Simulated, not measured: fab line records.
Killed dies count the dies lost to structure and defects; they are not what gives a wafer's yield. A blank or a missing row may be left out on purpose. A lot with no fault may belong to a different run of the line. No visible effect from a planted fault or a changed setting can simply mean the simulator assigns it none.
Struck lot and sound lot, side by side || flow gf180mcu || 15 out of 602 route steps
Sound: wafers L452.1, L452.5, L452.6. The struck wafers were L467.1, L467.4, L467.6. The cause comes at the end.
At each step with rows: each side's tool, then ch and its chambers, then its first start. Under that, the readings that differ: sound wafers || struck wafers || difference of the means || sigmas: that difference in standard deviations of wafers without a fault.
alike: same words and numbers on both sides, and readings whose means sit less than 2 such deviations apart. not compared: any withheld reading, any reading some wafer has no value for, any bound like >300 that may hide the same value, and any number with overlapping values for which the record gives no deviation.
A row with sigmas, a row that says differs or no value, or rows on one side alone: a step with any of these is where the two part. Numbers that have no deviation but don't overlap get no sigmas and don't part them. Lack of a reading on every wafer of one side parts them only where that side has two or more wafers.

first, 1 step without rows for these wafers: GF_POLY_GATE_CVD_00 (deposits poly-Si, target thk 200 nm, time 1200 s).
GF_POLY_GATE_THK_MEAS_01:
  sound on filmMetro-04 at day 8 17:07; struck on filmMetro-03 at day 12 14:42
  alike: POLY_GATE_CVD_00_THK
then, 8 steps without rows for these wafers: GF_POLY_GATE_DEHYDRATE_02 (time 60 s); GF_POLY_GATE_HMDS_03 (prime time 60 s); GF_POLY_GATE_COAT_04; GF_POLY_GATE_COAT_05 (resist thk 700 nm); GF_POLY_GATE_SOFTBAKE_06 (time 60 s); GF_POLY_GATE_EXPOSE_07 (exposes mask Poly2, target cd 280 nm); GF_POLY_GATE_PEB_08 (peb time 90 s); GF_POLY_GATE_DEVELOP_09 (develop time 60 s).
GF_POLY_GATE_CD_MEAS_10 targets a cd of 280 nm.
  sound on cdSem-02 at day 9 07:01; struck on cdSem-01 at day 13 10:55
  alike: cdNm
GF_POLY_GATE_OVL_MEAS_11:
  sound on overlay-02 at day 9 07:08; struck on overlay-02 at day 13 11:02
  alike: POLY_GATE_OVL
GF_POLY_GATE_ETCH_12: etches BARC in N2/H2.
  sound on rieDiel-04 ch 0,3, day 9 07:10; struck on rieDiel-03 ch 0,2, day 13 11:04
{"reading": "rfFwdPowerW (W)", "sound": "497.6 497.8 496.0", "struck": "411.4 415.3 413.1", "difference": -83.9, "sigmas": -42}
  alike: biasW, drypumpMotorCurrentA, oesProductAu, throttleValvePct
GF_POLY_GATE_ETCH_13: etches poly-Si in HBr/Cl2, stops on SiO2, target depth 198.5 nm, time 69.6 s.
  sound on rieSi-01 ch 0,1,2, day 9 07:13; struck on rieSi-02 ch 0,3, day 13 11:07
  alike: biasW, drypumpMotorCurrentA, oesProductAu, rfFwdPowerW, throttleValvePct
  not compared: rfHoursCounterH
-- a jump in the record: the struck wafers' starts before and after are 20 days apart (it breaks off in module POLY_GATE and resumes in module PASSIVATION, where the first step shown is number 602 of the route) --
GF_PASSIVATION_PROBE_99:
  rows exist in the record for the struck wafers here (prober-02, day 33 06:53), but not for the sound ones

== WHERE THEY PART ==
At GF_POLY_GATE_ETCH_12 first; at GF_PASSIVATION_PROBE_99 last (within this record only).

WHY: what the simulator had put in
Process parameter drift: rieDiel-03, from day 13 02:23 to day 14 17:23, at GF_POLY_GATE_ETCH_12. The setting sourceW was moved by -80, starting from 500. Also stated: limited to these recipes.
